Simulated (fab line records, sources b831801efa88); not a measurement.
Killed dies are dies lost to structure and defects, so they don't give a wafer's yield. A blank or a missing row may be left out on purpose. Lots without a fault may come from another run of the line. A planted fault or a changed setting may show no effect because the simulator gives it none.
fab line records | flow sky130
record lots=12 wafers=36 last_day=49
route steps=708 shown PWDE@54 METAL5@662 PAD_OPEN@701
lots that met no fault: from a run of the same line without faults
start_h: hours from the record's first day to the start of the lot's first wafer shown | wait_h: hours since the lot's step before | " the same as in the row above | L1.1+2: a row that stands for several wafers | - no value, or no start given | * or withheld: withheld | < > ~ a bound
route shown NAME@n: a module of which the file shows steps, and the number in the route of the first | usual: mean/standard deviation of fault-free wafers | same: alike in all rows | chamber/n: place in a boat | sites: the reading at each site | _std_site: their standard deviation | _edge_site: outer sites' mean less inner sites' | radius_mm: how far each site lies from the wafer's centre | mask NAME#n: copy n | behind: the tool/chamber that last shaped the wafer | hold: why the lot was held/for how many hours/how that ended | device: the transistor (n, p or np) that didn't switch | end of line: the same wafers' tests at the end of the route | a step without rows: its recipe alone | killed: dies lost to structure and defects at the first sort, not the wafer's yield | map: a wafer's dies, x killed, . not, _ none there
set.NAME: the setting as run; set.NAME@STEP: as run at that earlier step | model.NAME: the simulator's own value behind a step, which no gauge read
steps of the route over a sample of lots; a table a step, a row a wafer
services: from which hour (start_h, from the record's first day; less than 0 if before it) a tool's chamber was out of use, for how many hours, and why
## steps
# step SKY_PWDE_STRIP_09
# recipe chemistry=O2/N2 power_w=1400 pressure_mtorr=1500 platen_temp_c=withheld o2_flow_sccm=3000 n2_flow_sccm=300 overash_fraction=0.5
# usual drypump_motor_current_A=5.80/0.19 oes_product_au=0.722/0.005 strip_time_to_endpoint_s=36.93/0.13
# columns lot.wafer tool chamber start_h wait_h drypump_motor_current_A oes_product_au rf_hours_counter_h strip_time_to_endpoint_s
L567.1 plasma_asher-02 0 83.60 0.1 5.54 0.720 41 36.97
L567.3 " 1 " " 5.83 0.723 - 36.97
L567.5 " 0 " " 5.54 0.729 - 37.07
L568.1 plasma_asher-02 1 84.30 0.1 5.83 0.729 41 37.10
L568.3 " 1 " " 5.85 0.715 - 37.04
L568.5 " 1 " " 5.85 0.723 - 37.16
L569.2 plasma_asher-03 0 101.07 0.1 5.61 0.719 44 36.76
L569.4 " 1 " " 5.73 0.716 - 36.78
L569.5 " 0 " " 5.63 0.722 - 36.71
L570.1 plasma_asher-03 0 102.07 0.1 5.60 0.721 44 36.97
L570.4 " 0 " " 5.63 0.721 - 36.97
L570.6 " 1 " " 5.75 0.722 - 36.92
L572.2 plasma_asher-04 1 109.15 0.1 6.16 0.720 42 36.93
L572.3 " 1 " " 6.16 0.736 - 36.99
L572.5 " 1 " " 6.13 0.721 - 36.91
L575.2 plasma_asher-03 1 112.80 0.1 5.75 0.724 45 37.04
L575.3 " 0 " " 5.61 0.723 - 36.97
L575.4 " 1 " " 5.74 0.720 - 36.93
L574.1 plasma_asher-04 0 113.36 0.1 5.82 0.729 42 36.79
L574.3 " 1 " " 6.17 0.722 - 36.59
L574.4 " 0 " " 5.83 0.729 - 36.71
L573.3 plasma_asher-03 0 113.55 0.1 5.59 0.725 - 37.06
L573.5 " 1 " " 5.74 0.721 - 37.14
L573.6 " 0 " " 5.62 0.716 - 37.11
L577.1 plasma_asher-03 0 128.52 0.1 5.63 0.724 47 36.91
L577.2 " 1 " " 5.74 0.723 47 37.05
L577.5 " 0 " " 5.61 0.731 - 36.97
L579.2 plasma_asher-03 0 134.67 0.1 5.63 0.725 47 37.05
L579.3 " 0 " " 5.61 0.720 - 37.07
L579.5 " 1 " " 5.75 0.725 - 37.00
L583.1 plasma_asher-04 0 160.87 0.1 5.83 0.728 48 37.04
L583.3 " 0 " " 5.84 0.723 - 37.04
L583.6 " 0 " " 5.84 0.720 - 36.99
L584.3 plasma_asher-04 0 163.99 0.1 5.83 0.726 - 36.91
L584.5 " 0 " " 5.83 0.721 - 36.95
L584.6 " 1 " " 6.15 0.718 - 36.99
# step SKY_METAL5_SPUTTER_01
# recipe material=TiN target_thk_nm=20 power_w=6500 time_s=16.7 chamber_pressure_pa=0.4
# usual throttle_valve_pct=30.4/0.99
# columns lot.wafer tool chamber start_h wait_h throttle_valve_pct
L567.1 pvd_sputter-03 - 1019.54 0.0 31.9
L567.3 " - " " 31.1
L567.5 " - " " 31.6
L568.1 pvd_sputter-01 - 1020.44 0.0 30.1
L568.3 " - " " 27.8
L568.5 " - " " 28.2
L569.2 pvd_sputter-03 - 1038.24 0.0 31.2
L569.4 " - " " 30.6
L569.5 " - " " 30.6
L570.1 pvd_sputter-03 - 1040.25 0.0 30.5
L570.4 " - " " 30.2
L570.6 " - " " 31.1
L572.2 pvd_sputter-01 - 1048.79 0.0 30.3
L572.3 " - " " 30.0
L572.5 " - " " 27.8
L575.2 pvd_sputter-04 - 1056.54 0.0 30.0
L575.3 " - " " 28.7
L575.4 " - " " 31.1
L573.3 pvd_sputter-03 - 1058.10 0.0 31.9
L573.5 " - " " 31.7
L573.6 " - " " 30.3
L574.1 pvd_sputter-04 - 1059.20 0.0 30.9
L574.3 " - " " 29.0
L574.4 " - " " 29.9
L577.1 pvd_sputter-04 - 1068.99 0.0 30.6
L577.2 " - " " 28.8
L577.5 " - " " 28.9
L579.2 pvd_sputter-03 - 1079.11 0.0 31.8
L579.3 " - " " 31.1
L579.5 " - " " 31.9
L584.3 pvd_sputter-04 - 1118.03 0.0 29.8
L584.5 " - " " 30.8
L584.6 " - " " 28.9
L583.1 pvd_sputter-03 - 1118.31 0.0 30.6
L583.3 " - " " 31.8
L583.6 " - " " 30.5
# step SKY_METAL5_STRIP_16
# recipe chemistry=O2/N2 power_w=1400 pressure_mtorr=1500 platen_temp_c=withheld o2_flow_sccm=3000 n2_flow_sccm=300 overash_fraction=0.5
# usual drypump_motor_current_A=5.62/0.22 oes_product_au=0.710/0.0042 strip_time_to_endpoint_s=12.94/0.15
# columns lot.wafer tool chamber start_h wait_h drypump_motor_current_A oes_product_au rf_hours_counter_h strip_time_to_endpoint_s
L567.1 plasma_asher-02 1 1042.04 0.2 5.85 0.716 87 12.88
L567.3 " 1 " " 5.87 0.706 - 12.92
L567.5 " 1 " " 5.86 0.710 - 12.88
L568.1 plasma_asher-03 0 1043.19 0.2 5.62 0.707 60 12.83
L568.3 " 0 " " 5.60 0.715 - 12.82
L568.5 " 1 " " 5.75 0.707 - 12.86
L569.2 plasma_asher-02 1 1059.84 0.2 5.85 0.709 90 13.03
L569.4 " 1 " " 5.86 0.710 - 13.11
L569.5 " 1 " " 5.83 0.705 - 12.95
L570.1 plasma_asher-03 0 1062.05 0.2 5.62 0.708 63 13.13
L570.4 " 0 " " 5.62 0.712 - 13.02
L570.6 " 0 " " 5.62 0.704 - 13.12
L572.2 plasma_asher-02 0 1068.84 0.2 5.59 0.713 91 13.12
L572.3 " 0 " " 5.52 0.717 - 13.19
L572.5 " 0 " " 5.52 0.712 - 13.22
L575.2 plasma_asher-01 0 1077.49 0.2 5.71 0.703 1 12.78
L575.3 " 0 " " 5.72 0.706 - 12.79
L575.4 " 1 " " 5.12 0.709 - 12.76
L573.3 plasma_asher-02 0 1078.97 0.1 5.55 0.717 - 13.07
L573.5 " 1 " " 5.89 0.707 - 13.10
L573.6 " 0 " " 5.59 0.706 - 13.08
L574.1 plasma_asher-03 0 1080.29 0.2 5.61 0.708 65 12.99
L574.3 " 0 " " 5.62 0.713 - 13.09
L574.4 " 1 " " 5.74 0.712 - 13.12
L577.1 plasma_asher-01 0 1090.74 0.2 5.72 0.710 2 13.16
L577.2 " 1 " " 5.09 0.702 2 13.01
L577.5 " 1 " " 5.13 0.709 - 12.99
L579.2 plasma_asher-02 1 1099.80 0.2 5.84 0.703 93 12.84
L579.3 " 0 " " 5.54 0.715 - 12.78
L579.5 " 1 " " 5.87 0.719 - 12.91
L584.3 plasma_asher-02 1 1137.58 0.1 5.84 0.724 - 12.76
L584.5 " 1 " " 5.84 0.708 - 12.79
L584.6 " 0 " " 5.59 0.707 - 12.80
L583.1 plasma_asher-01 1 1137.59 0.2 5.09 0.713 7 13.11
L583.3 " 0 " " 5.73 0.713 - 12.80
L583.6 " 0 " " 5.73 0.710 - 12.97
# step SKY_PAD_OPEN_ETCH_07
# recipe chemistry=CF4/O2 target_depth_nm=725 stop_on=AlCu source_w=800 bias_w=150 pressure_mtorr=150 cf4_flow_sccm=80 O2_flow_sccm=10 time_s=161.1
# usual drypump_motor_current_A=5.9/0.33 oes_product_au=0.979/0.0062 throttle_valve_pct=5.964/0.0095
# columns lot.wafer tool chamber start_h wait_h drypump_motor_current_A oes_product_au rf_hours_counter_h throttle_valve_pct
L567.1 rie_diel-02 3 1085.73 - 5.5 0.991 9 5.963
L567.3 " 0 " " 6.2 0.987 23 5.973
L567.5 " 3 " " 5.5 0.987 - 5.963
L568.1 rie_diel-04 2 1086.58 - 6.2 0.983 19 5.962
L568.3 " 0 " " 6.1 0.976 14 5.995
L568.5 " 3 " " 5.5 0.984 - 5.962
L569.2 rie_diel-01 1 1102.68 - 5.9 0.980 22 5.974
L569.4 " 1 " " 5.9 0.982 - 5.960
L569.5 " 2 " " 6.4 0.979 - 5.975
L570.1 rie_diel-01 2 1104.97 - 6.4 0.981 16 5.960
L570.4 " 0 " " 6.2 0.989 - 5.971
L570.6 " 1 " " 5.9 0.984 - 5.964
L572.2 rie_diel-04 1 1111.73 - 6.2 0.972 9 5.960
L572.3 " 0 " " 6.1 0.967 15 5.969
L572.5 " 3 " " 5.5 0.976 - 5.964
L575.2 rie_diel-04 3 1120.08 - 5.5 0.984 19 5.940
L575.3 " 0 " " 6.1 0.984 16 5.961
L575.4 " 1 " " 6.2 0.987 - 5.959
L573.3 rie_diel-02 3 1121.52 - 5.5 0.973 10 5.964
L573.5 " 3 " " 5.5 0.984 - 5.968
L573.6 " 0 " " 6.2 0.984 - 5.968
L574.1 rie_diel-02 2 1123.02 - 5.7 0.975 25 5.971
L574.3 " 3 " " 5.5 0.970 10 5.968
L574.4 " 0 " " 6.2 0.985 25 5.973
L577.1 rie_diel-01 2 1132.23 - 6.4 0.973 18 5.951
L577.2 " 3 " " 5.2 0.976 24 5.945
L577.5 " 3 " " 5.2 0.974 - 5.962
L579.2 rie_diel-02 0 1139.97 - 6.2 0.979 25 5.962
L579.3 " 2 " " 5.7 0.976 26 5.979
L579.5 " 3 " " 5.5 0.987 - 5.967
L584.3 rie_diel-02 3 1173.48 - 5.6 0.969 12 5.964
L584.5 " 0 " " 6.2 0.983 - 5.963
L584.6 " 3 " " 5.6 0.983 - 5.971
L583.1 rie_diel-02 3 1174.32 - 5.5 0.973 12 5.956
L583.3 " 1 " " 5.7 0.970 18 5.992
L583.6 " 0 " " 6.2 0.986 - 5.952
# step SKY_PAD_OPEN_PROBE_99
# usual killed_at_M0_to_M3=44/7.3 killed_at_M4_up=3.4/1.7 killed_at_contacts=24/5.3 killed_at_front_end=15/4.1 killed_at_other=0.4/0.68 killed_dies=87/9.5 killed_open=48/7.1 killed_short=39/5.8
# same gross_dies=492 killed_at_back_side=0
# columns lot.wafer tool chamber start_h wait_h hold killed_at_M0_to_M3 killed_at_M4_up killed_at_contacts killed_at_front_end killed_at_other killed_dies killed_open killed_short
L567.1 prober-02 - 1088.07 0.1 - 48 2 23 10 0 83 45 38
L567.3 prober-02 - 1088.17 0.2 - 59 3 26 12 0 100 59 41
L567.5 prober-02 - 1088.27 0.2 - 40 3 25 19 0 87 48 39
L568.1 prober-01 - 1088.90 0.1 - 45 2 22 20 0 89 48 39
L568.3 prober-01 - 1089.00 0.2 - 49 3 25 13 0 90 47 42
L568.5 prober-01 - 1089.10 0.2 - 47 2 28 12 0 89 55 32
L569.2 prober-02 - 1105.06 0.1 - 37 2 24 13 0 76 40 36
L569.4 prober-02 - 1105.16 0.2 - 55 5 17 20 0 97 55 40
L569.5 prober-02 - 1105.21 0.2 - 46 4 11 16 0 77 38 38
L570.1 prober-01 - 1107.30 0.1 - 42 4 30 19 2 97 47 49
L570.4 prober-01 - 1107.45 0.2 - 51 3 23 17 1 95 52 43
L570.6 prober-01 - 1107.55 0.2 - 45 4 20 13 1 83 43 39
L572.2 prober-01 - 1114.25 0.1 - 47 2 21 20 0 90 48 41
L572.3 prober-01 - 1114.30 0.2 - 44 3 20 14 0 81 44 37
L572.5 prober-01 - 1114.40 0.2 - 37 1 16 17 0 71 37 32
L575.2 prober-02 - 1122.45 0.1 - 36 4 24 21 0 85 45 40
L575.3 prober-02 - 1122.50 0.2 - 47 1 29 10 0 87 52 35
L575.4 prober-02 - 1122.55 0.2 - 39 6 22 11 1 79 40 39
L573.3 prober-01 - 1123.94 0.2 - 33 2 23 15 4 77 40 32
L573.5 prober-01 - 1124.04 0.2 - 51 4 16 13 1 85 45 38
L573.6 prober-01 - 1124.09 0.2 - 43 3 18 20 0 84 44 40
L574.1 prober-02 - 1125.34 0.1 - 45 0 20 18 1 84 50 34
L574.3 prober-02 - 1125.44 0.2 - 51 5 20 18 0 94 53 41
L574.4 prober-02 - 1125.49 0.2 - 45 4 22 8 0 79 51 28
L577.1 prober-02 - 1135.04 0.1 - 25 5 23 9 0 62 30 32
L577.2 prober-02 - 1135.09 0.1 - 48 2 16 13 0 79 47 32
L577.5 prober-02 - 1135.24 0.2 - 44 8 29 14 0 95 38 57
L579.3 prober-01 - 1142.84 0.2 - 51 4 28 14 0 97 52 45
L579.5 prober-01 - 1142.94 0.2 - 50 2 26 15 1 94 53 39
L584.3 prober-02 - 1175.94 0.2 await_dispo/3.1h/release 37 4 21 59 0 121 39 40
L584.5 prober-02 - 1176.04 0.2 await_dispo/3.1h/release 44 4 26 58 2 134 44 41
L584.6 prober-02 - 1176.09 0.2 await_dispo/3.1h/release 39 3 17 50 1 110 39 33
L583.1 prober-02 - 1177.34 0.1 await_dispo/3.0h/release 37 1 21 53 0 112 37 32
L583.3 prober-02 - 1177.44 0.2 await_dispo/3.0h/release 34 3 15 60 0 112 36 32
L583.6 prober-02 - 1177.59 0.2 await_dispo/3.0h/release 39 3 26 69 0 137 53 37
# killed by level:class
L567.1 VIA3:geometric_particle:open=10 VIA1:geometric_particle:open=9 CONTACT:geometric_particle:open=8 VIA2:geometric_particle:open=8 FIELD_ISO:geometric_particle:short=6 LI_CONTACT:geometric_particle:open=5 VIA1:geometric_particle:short=5 VIA2:geometric_particle:short=5
L567.3 VIA1:geometric_particle:open=15 VIA3:geometric_particle:open=10 LI_CONTACT:geometric_particle:open=8 VIA2:geometric_particle:open=7 CONTACT:geometric_particle:short=6 METAL2:geometric_particle:short=6 CONTACT:geometric_particle:open=5 METAL1:geometric_particle:short=5
L567.5 CONTACT:geometric_particle:open=11 VIA3:geometric_particle:open=8 METAL2:geometric_particle:short=7 FIELD_ISO:geometric_particle:short=6 VIA1:geometric_particle:open=6 LI_CONTACT:geometric_particle:open=5 CONTACT:geometric_particle:short=5 METAL1:geometric_particle:short=5
L568.1 VIA1:geometric_particle:open=12 VIA3:geometric_particle:open=9 CONTACT:geometric_particle:open=8 VIA2:geometric_particle:open=8 FIELD_ISO:geometric_particle:short=7 METAL1:geometric_particle:short=7 POLY_GATE:geometric_particle:short=5 LI_CONTACT:geometric_particle:open=5
L568.3 VIA1:geometric_particle:open=10 VIA3:geometric_particle:open=9 CONTACT:geometric_particle:open=8 VIA2:geometric_particle:open=6 LI_CONTACT:geometric_particle:open=5 LOCAL_INTERCONNECT:geometric_particle:short=5 CONTACT:geometric_particle:short=5 METAL2:geometric_particle:short=5
L568.5 CONTACT:geometric_particle:open=15 VIA2:geometric_particle:open=10 VIA3:geometric_particle:open=9 VIA1:geometric_particle:open=8 LI_CONTACT:geometric_particle:open=5 METAL3:geometric_particle:short=5 CONTACT:geometric_particle:short=4 METAL2:geometric_particle:short=4
L569.2 CONTACT:geometric_particle:open=13 VIA1:geometric_particle:open=10 VIA2:geometric_particle:open=6 POLY_GATE:geometric_particle:short=5 LOCAL_INTERCONNECT:geometric_particle:short=5 VIA3:geometric_particle:open=5 CONTACT:geometric_particle:short=4 VIA1:geometric_particle:short=4
L569.4 VIA1:geometric_particle:open=19 VIA3:geometric_particle:open=9 FIELD_ISO:geometric_particle:short=7 CONTACT:geometric_particle:open=7 METAL2:geometric_particle:short=6 VIA2:geometric_particle:open=6 CONTACT:geometric_particle:short=5 LI_CONTACT:geometric_particle:open=4
L569.5 VIA1:geometric_particle:open=11 METAL3:geometric_particle:short=9 VIA1:geometric_particle:short=6 LI_CONTACT:geometric_particle:open=5 VIA2:geometric_particle:open=5 POLY_GATE:geometric_particle:open=4 POLY_GATE:geometric_particle:short=4 METAL2:geometric_particle:short=4
L570.1 CONTACT:geometric_particle:open=9 VIA1:geometric_particle:open=9 LI_CONTACT:geometric_particle:open=7 VIA2:geometric_particle:open=7 FIELD_ISO:geometric_particle:short=6 POLY_GATE:geometric_particle:open=6 METAL1:geometric_particle:short=6 LOCAL_INTERCONNECT:geometric_particle:short=6
L570.4 VIA1:geometric_particle:open=10 VIA2:geometric_particle:open=10 CONTACT:geometric_particle:open=9 FIELD_ISO:geometric_particle:short=6 VIA2:geometric_particle:short=6 METAL1:geometric_particle:short=6 VIA3:geometric_particle:open=6 FIELD_ISO:geometric_particle:open=4
L570.6 VIA1:geometric_particle:open=9 CONTACT:geometric_particle:open=8 METAL1:geometric_particle:short=7 METAL2:geometric_particle:short=6 LI_CONTACT:geometric_particle:open=5 LOCAL_INTERCONNECT:geometric_particle:short=5 METAL1:geometric_particle:open=5 VIA3:geometric_particle:open=5
L572.2 VIA1:geometric_particle:open=13 VIA2:geometric_particle:open=7 LI_CONTACT:geometric_particle:open=6 VIA3:geometric_particle:open=6 FIELD_ISO:geometric_particle:short=4 VIA1:geometric_particle:short=4 POLY_GATE:geometric_particle:open=4 CONTACT:geometric_particle:short=4
L572.3 VIA1:geometric_particle:open=12 CONTACT:geometric_particle:open=9 VIA1:geometric_particle:short=6 VIA2:geometric_particle:short=6 VIA3:geometric_particle:open=5 POLY_GATE:geometric_particle:open=4 CONTACT:geometric_particle:short=4 METAL1:geometric_particle:short=4
L572.5 VIA3:geometric_particle:open=8 METAL3:geometric_particle:short=7 VIA1:geometric_particle:open=6 VIA2:geometric_particle:open=5 FIELD_ISO:geometric_particle:open=4 FIELD_ISO:geometric_particle:short=4 POLY_GATE:geometric_particle:short=4 LI_CONTACT:geometric_particle:open=4
L575.2 FIELD_ISO:geometric_particle:short=8 CONTACT:geometric_particle:open=8 METAL2:geometric_particle:short=6 VIA3:geometric_particle:open=6 VIA1:geometric_particle:open=6 POLY_GATE:geometric_particle:open=5 LOCAL_INTERCONNECT:geometric_particle:short=5 POLY_GATE:geometric_particle:short=4
L575.3 VIA3:geometric_particle:open=11 LI_CONTACT:geometric_particle:open=10 CONTACT:geometric_particle:open=9 VIA1:geometric_particle:open=7 METAL2:geometric_particle:short=5 CONTACT:geometric_particle:short=5 VIA2:geometric_particle:open=5 FIELD_ISO:geometric_particle:open=4
L575.4 CONTACT:geometric_particle:open=9 VIA1:geometric_particle:open=8 VIA2:geometric_particle:open=7 VIA3:geometric_particle:open=7 METAL4:geometric_particle:short=6 CONTACT:geometric_particle:short=6 LOCAL_INTERCONNECT:geometric_particle:short=4 METAL1:geometric_particle:short=4
L573.3 CONTACT:geometric_particle:open=12 VIA1:geometric_particle:open=9 VIA2:geometric_particle:open=7 FIELD_ISO:geometric_particle:short=4 LI_CONTACT:geometric_particle:open=4 METAL1:geometric_particle:short=4 PASSIVATION:coat_microbubble_printed=4 CONTACT:geometric_particle:short=3
L573.5 VIA1:geometric_particle:open=11 VIA1:geometric_particle:short=8 METAL1:geometric_particle:short=8 METAL2:geometric_particle:short=7 VIA2:geometric_particle:open=7 LI_CONTACT:geometric_particle:open=6 CONTACT:geometric_particle:open=6 VIA3:geometric_particle:open=6
L573.6 VIA1:geometric_particle:open=10 VIA1:geometric_particle:short=7 POLY_GATE:geometric_particle:short=6 LI_CONTACT:geometric_particle:open=6 CONTACT:geometric_particle:short=5 METAL1:geometric_particle:short=5 VIA3:geometric_particle:open=5 FIELD_ISO:geometric_particle:short=3
L574.1 LI_CONTACT:geometric_particle:open=10 VIA3:geometric_particle:open=10 VIA2:geometric_particle:open=8 VIA1:geometric_particle:open=6 METAL3:geometric_particle:short=5 FIELD_ISO:geometric_particle:open=4 POLY_GATE:geometric_particle:open=4 CONTACT:geometric_particle:open=4
L574.3 VIA1:geometric_particle:open=11 LI_CONTACT:geometric_particle:open=7 CONTACT:geometric_particle:open=6 METAL1:geometric_particle:short=6 VIA3:geometric_particle:short=6 VIA3:geometric_particle:open=6 POLY_GATE:geometric_particle:open=5 POLY_GATE:geometric_particle:short=5
L574.4 VIA1:geometric_particle:open=13 CONTACT:geometric_particle:open=10 VIA3:geometric_particle:open=7 LI_CONTACT:geometric_particle:open=6 VIA2:geometric_particle:open=4 VIA3:geometric_particle:short=4 METAL1:geometric_particle:open=3 VIA1:geometric_particle:short=3
L577.1 LI_CONTACT:geometric_particle:open=8 LOCAL_INTERCONNECT:geometric_particle:short=6 VIA1:geometric_particle:short=5 VIA1:geometric_particle:open=4 CONTACT:geometric_particle:short=4 CONTACT:geometric_particle:open=4 FIELD_ISO:geometric_particle:open=3 METAL2:geometric_particle:short=3
L577.2 VIA2:geometric_particle:open=13 CONTACT:geometric_particle:open=7 VIA1:geometric_particle:open=7 METAL1:geometric_particle:short=6 VIA3:geometric_particle:open=5 POLY_GATE:geometric_particle:short=4 VIA3:geometric_particle:short=4 METAL2:geometric_particle:short=4
L577.5 METAL2:geometric_particle:short=8 VIA3:geometric_particle:open=8 CONTACT:geometric_particle:open=7 CONTACT:geometric_particle:short=7 FIELD_ISO:geometric_particle:short=6 LOCAL_INTERCONNECT:geometric_particle:short=6 VIA1:geometric_particle:short=6 METAL4:geometric_particle:short=6
L579.3 VIA1:geometric_particle:open=10 CONTACT:geometric_particle:open=9 VIA1:geometric_particle:short=9 VIA2:geometric_particle:open=7 LI_CONTACT:geometric_particle:open=7 FIELD_ISO:geometric_particle:short=6 METAL2:geometric_particle:short=6 LI_CONTACT:geometric_particle:short=5
L579.5 CONTACT:geometric_particle:open=10 METAL1:geometric_particle:short=10 VIA1:geometric_particle:open=10 LI_CONTACT:geometric_particle:open=8 VIA2:geometric_particle:open=7 VIA3:geometric_particle:open=6 METAL2:geometric_particle:short=5 FIELD_ISO:geometric_particle:short=4
L584.3 PWDE:unspecified=41 VIA1:geometric_particle:open=11 LI_CONTACT:geometric_particle:open=6 VIA2:geometric_particle:open=6 CONTACT:geometric_particle:open=5 METAL2:geometric_particle:short=5 POLY_GATE:geometric_particle:open=4 POLY_GATE:geometric_particle:short=4
L584.5 PWDE:unspecified=49 CONTACT:geometric_particle:open=9 VIA1:geometric_particle:open=9 LI_CONTACT:geometric_particle:open=8 VIA1:geometric_particle:short=8 METAL2:geometric_particle:short=7 CONTACT:geometric_particle:short=6 FIELD_ISO:geometric_particle:open=5
L584.6 PWDE:unspecified=38 VIA1:geometric_particle:open=9 METAL1:geometric_particle:short=6 CONTACT:geometric_particle:short=5 VIA2:geometric_particle:open=5 VIA3:geometric_particle:open=5 POLY_GATE:geometric_particle:short=4 LI_CONTACT:geometric_particle:open=4
L583.1 PWDE:unspecified=43 VIA1:geometric_particle:open=8 METAL1:geometric_particle:short=7 LI_CONTACT:geometric_particle:open=6 VIA2:geometric_particle:open=6 FIELD_ISO:geometric_particle:short=5 CONTACT:geometric_particle:open=5 POLY_GATE:geometric_particle:open=3
L583.3 PWDE:unspecified=43 VIA1:geometric_particle:open=7 LI_CONTACT:geometric_particle:open=6 VIA3:geometric_particle:open=6 VIA2:geometric_particle:short=6 FIELD_ISO:geometric_particle:short=5 CONTACT:geometric_particle:open=5 FIELD_ISO:geometric_particle:open=4
L583.6 PWDE:unspecified=46 VIA2:geometric_particle:open=10 LI_CONTACT:geometric_particle:open=9 VIA1:geometric_particle:open=9 POLY_GATE:geometric_particle:open=7 CONTACT:geometric_particle:short=7 FIELD_ISO:geometric_particle:open=5 METAL2:geometric_particle:open=5
## services
# columns tool chamber start_h hours kind
plasma_asher-02 - 108.75 9.0 pm
rie_diel-02 0 129.40 10.7 repair
plasma_asher-02 - 133.83 28.1 pm
rie_diel-02 - 148.35 0.3 repair
pvd_sputter-03 - 150.81 1.3 repair
plasma_asher-02 - 184.72 14.6 pm
pvd_sputter-03 - 208.37 1.0 repair
rie_diel-02 2 239.54 3.3 repair
plasma_asher-02 - 262.62 1.3 repair
rie_diel-02 1 299.36 5.5 repair
plasma_asher-02 - 346.46 0.3 repair
plasma_asher-02 - 376.71 1.2 repair
plasma_asher-03 - 421.25 9.0 pm
plasma_asher-03 - 437.93 28.1 pm
plasma_asher-02 - 456.51 1.2 repair
plasma_asher-02 - 469.28 0.7 repair
plasma_asher-02 - 512.50 2.8 pm
plasma_asher-03 - 596.98 0.6 repair
plasma_asher-03 - 651.58 1.5 repair
plasma_asher-02 - 720.21 6.1 repair
plasma_asher-02 - 846.21 5.5 repair
plasma_asher-02 - 990.99 6.4 repair
plasma_asher-03 - 1059.12 0.8 repair
plasma_asher-03 - 1099.71 2.8 pm
## key
first_sign step=SKY_PAD_OPEN_PROBE_99 reading=killed_at_front_end direction=up sigmas=11 usual=15 struck=58
effect step=SKY_PAD_OPEN_PROBE_99 reading=killed_dies direction=up sigmas=3.6 usual=87 struck=121
met_at SKY_PWDE_STRIP_09
struck_lots L583,L584
tester_left_out L583,L584
not_acting_at SKY_METAL5_SPUTTER_01,SKY_METAL5_STRIP_16,SKY_PAD_OPEN_ETCH_07
onset_between 113.36 160.87
also_fits time
fault kind=chamber_particle_source tool=plasma_asher-04 chamber=- onset_h=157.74 steps=SKY_PWDE_STRIP_09 rate_per_visit_cm2=0.43462 end_h=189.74
# tester_left_out: of these lots the tester's yield and bins aren't shown, on N5 and GAA mostly nor the transistor test; their killed dies are dies lost to structure and defects alone, not to doping, threshold or leakage, so they don't give the yield
